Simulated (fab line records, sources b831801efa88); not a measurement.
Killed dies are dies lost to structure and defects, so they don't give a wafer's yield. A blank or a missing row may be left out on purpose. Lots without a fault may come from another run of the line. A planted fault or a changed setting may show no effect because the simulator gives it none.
Split-lot experiment | flow sky130 | 5 lots, 23 wafers read, on a route of 708 steps

THE SPLIT
At SKY_VIA2_SPUTTER_20 (material TiN, target thk 20 nm, time 80 s), the setting chamber_pressure_pa was moved away from the recipe's 5 Pa on 15 of the 23 wafers read, by -8.7% to -4.3%. The other wafers ran this setting at the recipe's value.

The reading is taken at the split's own step.

THE READING
TiN_of_VIA2_SPUTTER_20.thk_nm (the simulator's own value, which no gauge read), in nm, at SKY_VIA2_SPUTTER_20 (material TiN, target thk 20 nm, time 80 s). The file gives no usual value for it. The 8 wafers here that ran the recipe average 20.10 nm, standard deviation 0.12 nm.

wafer  | tool, chamber at the split | chamber_pressure_pa as run, Pa | against the recipe | TiN_of_VIA2_SPUTTER_20.thk_nm, nm | against lot-mates on the recipe
L074.2 | pvd_sputter-03, -          | 4.564                          | -8.7%              | 22.22                             | no lot-mate on the recipe
L074.3 | pvd_sputter-03, -          | 4.564                          | -8.7%              | 21.55                             | no lot-mate on the recipe
L074.4 | pvd_sputter-03, -          | 4.564                          | -8.7%              | 22.11                             | no lot-mate on the recipe
L074.5 | pvd_sputter-03, -          | 4.564                          | -8.7%              | 21.72                             | no lot-mate on the recipe
L074.6 | pvd_sputter-03, -          | 4.564                          | -8.7%              | 22                                | no lot-mate on the recipe
L078.1 | pvd_sputter-02, -          | 5                              | recipe             | 20.05                             | -
L078.3 | pvd_sputter-02, -          | 5                              | recipe             | 20.17                             | -
L078.4 | pvd_sputter-02, -          | 5                              | recipe             | 20.31                             | -
L080.1 | pvd_sputter-04, -          | 4.784                          | -4.3%              | 21.1                              | no lot-mate on the recipe
L080.3 | pvd_sputter-04, -          | 4.784                          | -4.3%              | 20.81                             | no lot-mate on the recipe
L080.4 | pvd_sputter-04, -          | 4.784                          | -4.3%              | 20.92                             | no lot-mate on the recipe
L080.5 | pvd_sputter-04, -          | 4.784                          | -4.3%              | 20.73                             | no lot-mate on the recipe
L080.6 | pvd_sputter-04, -          | 4.784                          | -4.3%              | 20.94                             | no lot-mate on the recipe
L083.1 | pvd_sputter-03, -          | 4.592                          | -8.2%              | 21.57                             | no lot-mate on the recipe
L083.2 | pvd_sputter-03, -          | 4.592                          | -8.2%              | 21.63                             | no lot-mate on the recipe
L083.3 | pvd_sputter-03, -          | 4.592                          | -8.2%              | 21.91                             | no lot-mate on the recipe
L083.4 | pvd_sputter-03, -          | 4.592                          | -8.2%              | 21.77                             | no lot-mate on the recipe
L083.6 | pvd_sputter-03, -          | 4.592                          | -8.2%              | 21.54                             | no lot-mate on the recipe
L082.1 | pvd_sputter-04, -          | 5                              | recipe             | 20.12                             | -
L082.2 | pvd_sputter-04, -          | 5                              | recipe             | 20.08                             | -
L082.3 | pvd_sputter-04, -          | 5                              | recipe             | 20.15                             | -
L082.4 | pvd_sputter-04, -          | 5                              | recipe             | 20                                | -
L082.6 | pvd_sputter-04, -          | 5                              | recipe             | 19.89                             | -

THE FIT
A straight line over all 23 wafers: TiN_of_VIA2_SPUTTER_20.thk_nm changes by -0.203 nm for each +1% of chamber_pressure_pa; r = -0.98; the points scatter about the line by 0.18 nm.
Too few moved wafers have a lot-mate on the recipe to fit a line with each lot's own level taken away.

THE FILE'S OWN FIT
TiN_of_VIA2_SPUTTER_20.thk_nm changes by -0.203 nm for each +1% of chamber_pressure_pa, r = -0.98.
